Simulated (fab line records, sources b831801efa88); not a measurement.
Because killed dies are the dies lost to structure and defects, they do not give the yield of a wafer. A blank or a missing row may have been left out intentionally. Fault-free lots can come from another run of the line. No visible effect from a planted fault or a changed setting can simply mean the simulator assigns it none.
2 desks, one fault :: flow gf180mcu :: only its own numbers are on each desk; what lay behind them is given at the end

TOOL OWNER'S DESK, hdpcvd-01
The tool's own readings at GF_STI_CVD_23 (deposits SiO2, target thk 650 nm, time 108.3 s): means of the sampled wafers that have a number, for each lot that ran on this tool. Any lot whose mean is over 4 standard deviations away from the usual mean is out of limits and marked OUT; that distance is given in the brackets.
Columns: A = susceptor-temp-C at GF_STI_CVD_23, usual 600.02 C
lot: L532
first seen here: day 2 03:19
A: 600.00

lot: L533
first seen here: day 2 08:42
A: 600.13

lot: L542
first seen here: day 4 07:09
A: 599.74

lot: L543
first seen here: day 4 11:56
A: 599.84

lot: L544
first seen here: day 4 19:12
A: 599.82

lot: L551
first seen here: day 6 05:53
A: 600.03

lot: L552
first seen here: day 6 09:58
A: 599.94
This desk's verdict: no lot among the 7 shows anything out of limits.

METROLOGY DESK
Lot by lot, what the gauges showed, no matter which tool ran the lot: averages of those sampled wafers that carry a number. Any lot whose mean is over 4 standard deviations away from the usual mean is out of limits and marked OUT; that distance is given in the brackets.
Columns: A = STI_CVD_23_THK at GF_STI_THK_MEAS_24, usual 652 nm; B = HV_LDD_CVD_54_THK at GF_HV_LDD_THK_MEAS_55, usual 10.02 nm
lot: L532
first seen here: day 2 03:25
A: 646
B: 10.04

lot: L533
first seen here: day 2 08:47
A: 647
B: 10.06

lot: L535
first seen here: day 2 19:32
A: 643
B: 9.93

lot: L536
first seen here: day 3 01:38
A: 653
B: 10.10

lot: L537
first seen here: day 3 05:13
A: 652
B: 10.04

lot: L540
first seen here: day 3 21:14
A: 649
B: 9.98

lot: L542
first seen here: day 4 07:14
A: 655
B: 9.92

lot: L543
first seen here: day 4 12:01
A: 656
B: 10.02

lot: L544
first seen here: day 4 19:17
A: 648
B: 10.00

lot: L551
first seen here: day 6 05:58
A: 575 (-12) OUT
B: 10.04

lot: L552
first seen here: day 6 10:02
A: 570 (-13) OUT
B: 9.87
This desk finds L551, L552 out of limits, with the earliest case on L551 at day 6 05:58 (STI_CVD_23_THK at GF_STI_THK_MEAS_24). In limits: L532, L533, L535, L536, L537, L540, L542, L543, L544.

ALL TOGETHER
At day 6 05:58 the metrology desk could have sounded an alarm, on L551, L552.
The tool owner's desk saw nothing out of limits.
Tool owner's desk: L551, L552 on record, inside its limits.
The lots listed all ran GF_STI_CVD_23 on hdpcvd-01.

WHAT THE SIMULATOR HAD INSERTED
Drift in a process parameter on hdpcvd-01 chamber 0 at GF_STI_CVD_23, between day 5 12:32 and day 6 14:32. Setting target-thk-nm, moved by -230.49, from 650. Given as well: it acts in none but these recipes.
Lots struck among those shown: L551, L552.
Per desk, hours elapsed from the start of the fault to the first reading out of limits: for the metrology desk, 17.
